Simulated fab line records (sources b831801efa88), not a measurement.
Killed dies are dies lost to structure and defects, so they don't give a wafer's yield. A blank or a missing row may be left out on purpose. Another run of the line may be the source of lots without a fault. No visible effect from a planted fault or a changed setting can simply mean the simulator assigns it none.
Matching of chambers    flow gf180mcu    hdpcvd-02 running GF_V3_CVD_00: 3 sister chambers
The step deposits SiO2, target thk 600 nm, time 100 s. 6 wafers are shown with their chamber, then 8 later ones without.

## WAFERS WITH THEIR CHAMBER
wafer   chamber  sih4_flow_sccm (sccm)
L336.2  2        59.91
L340.3  0        60.16
L340.4  0        60.02
L340.5  1        59.98
L341.2  1        60.10
L341.5  2        59.94

## WAFERS WITHOUT THEIR CHAMBER
wafer   sih4_flow_sccm (sccm)
L341.6  60.04
L344.1  60.36
L344.2  59.86
L344.4  59.93
L349.3  60.22
L349.5  59.78
L350.1  60.19
L350.3  60.02

## WHICH CHAMBER EACH ONE RAN IN
wafer   from the rows above           in truth
L341.6  can't be placed: 1 or 0 or 2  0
L344.1  can't be placed: 0 or 1       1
L344.2  can't be placed: 2 or 1       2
L344.4  can't be placed: 2 or 1       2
L349.3  can't be placed: 0 or 1       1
L349.5  can't be placed: 2 or 1       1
L350.1  can't be placed: 0 or 1       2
L350.3  can't be placed: 1 or 0 or 2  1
0 of 8 placed correctly. Unplaceable from these rows: 8, with the true chamber sitting among the candidates in 7. 0 placed wrongly.
How it was worked out, from the rows above alone: a wafer's distance from a chamber is the root of the sum, over the readings, of the square of ((its reading less the chamber's mean) divided by the reading's scatter). If the next closest chamber is less than 2 further off than the closest, the wafer can't be placed; otherwise it belongs to the closest. For every chamber, the mean is computed from those of its wafers that are shown. The scatter: take each reading less its chamber's mean, square it, sum over the shown wafers, divide by the number of wafers less the number of chambers, and take the root.
